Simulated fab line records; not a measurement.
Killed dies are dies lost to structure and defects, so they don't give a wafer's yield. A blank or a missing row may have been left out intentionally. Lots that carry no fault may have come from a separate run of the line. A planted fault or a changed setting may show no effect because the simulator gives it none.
Code-filled problem report in 8D (eight disciplines) form ; flow sky130 ; the parts of the form that need people (team, actions taken, sign-off) are left out

== 1. WHAT WENT WRONG ==
At SKY_PAD_OPEN_PROBE_99, killed_at_M4_up averages 30.0 over 2 wafers from 2 lots, while fault-free wafers read 3.2, standard deviation 1.9. Measured from the usual mean, that is +14 standard deviations.
Seen first at day 47 11:42 on prober-02, wafer L738.3. Wafers with a number at this step in the record: 36, from 12 lots. Rule for "out", or "out of limits": more than 4 standard deviations from the usual mean. All remaining wafers that have a number are taken as sound.

== 2. WHAT IT IS AND WHAT IT IS NOT ==
question;is;is not
which readings at this step;killed_at_M4_up;killed_at_M0_to_M3, killed-at-contacts, killed-at-front-end, killed-at-other, killed-open, killed-short, sort_bin_6_memory
which lots;L738, L739;L731, L732, L733, L734, L735, L736, L737, L748, L751, L753
which wafers of those lots;L738.3, L739.2;L738.4, L738.6, L739.1, L739.4
read on which tools;prober-01, prober-02;-
when;from day 47 11:42;"up to then (21 sound wafers); but 13 sound wafers of L738, L739, L748, L751, L753 came after"

== 3. WHAT RULES OUT EACH SUSPECT ==
Counting: a tool at a process step up to the reading stays a suspect if it ran every lot that is out. Sound lots after the first of them don't rule it out here, since some wafers of a struck lot are sound.
- pvd-sputter-01 at SKY_METAL4_SPUTTER_02 (material AlCu, target thk 735 nm, time 39.1 s): kept. Ran every lot that is out, first one L738 (day 41 19:01); last sound lot up to then L737 (day 41 14:01).
Remaining after the count: pvd-sputter-01 at SKY_METAL4_SPUTTER_02.

== 4. THE CAUSE (what the simulator had put in) ==
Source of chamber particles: pvd-sputter-01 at SKY_METAL4_SPUTTER_02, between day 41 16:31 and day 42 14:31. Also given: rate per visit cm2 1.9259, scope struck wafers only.
After counting, this tool was the only one left.

== 5. SEQUENCE OF EFFECTS, ordered by route ==
Each row: a reading whose mean over the struck wafers that have a number lies more than 3 standard deviations from the usual. Only readings whose record carries a usual standard deviation are examined. hours: median over the lots of the time between each lot's start at the first step of this table that gives one and its start at this step. sigmas: the change, counted in usual standard deviations.
hours;step;reading;usual;on struck wafers;change;sigmas
0;SKY_PAD_OPEN_PROBE_99;killed_at_M4_up;3.2;30.0;+26.8;+14
0;SKY_PAD_OPEN_PROBE_99;sort_bin_3_pad_short;0.9 %;2.7;+1.8;+4.5
It contains these process steps:
- SKY_PAD_OPEN_PROBE_99

== 6. HOW IT WOULD HAVE BEEN CAUGHT EARLIER ==
139 hours passed between the start of the fault at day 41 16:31 and the first reading out of limits in this record, taken at day 47 11:42.
Of the tool readings at SKY_METAL4_SPUTTER_02 for which the record gives a usual standard deviation, none was out on any struck wafer, so an alarm limit of 4 standard deviations on them would not have fired.
By day 47 11:42 the whole set of lots that are out, 2 in number, had already begun SKY_METAL4_SPUTTER_02 on pvd-sputter-01. Had the tool been put on hold then, not one of them would have been saved.
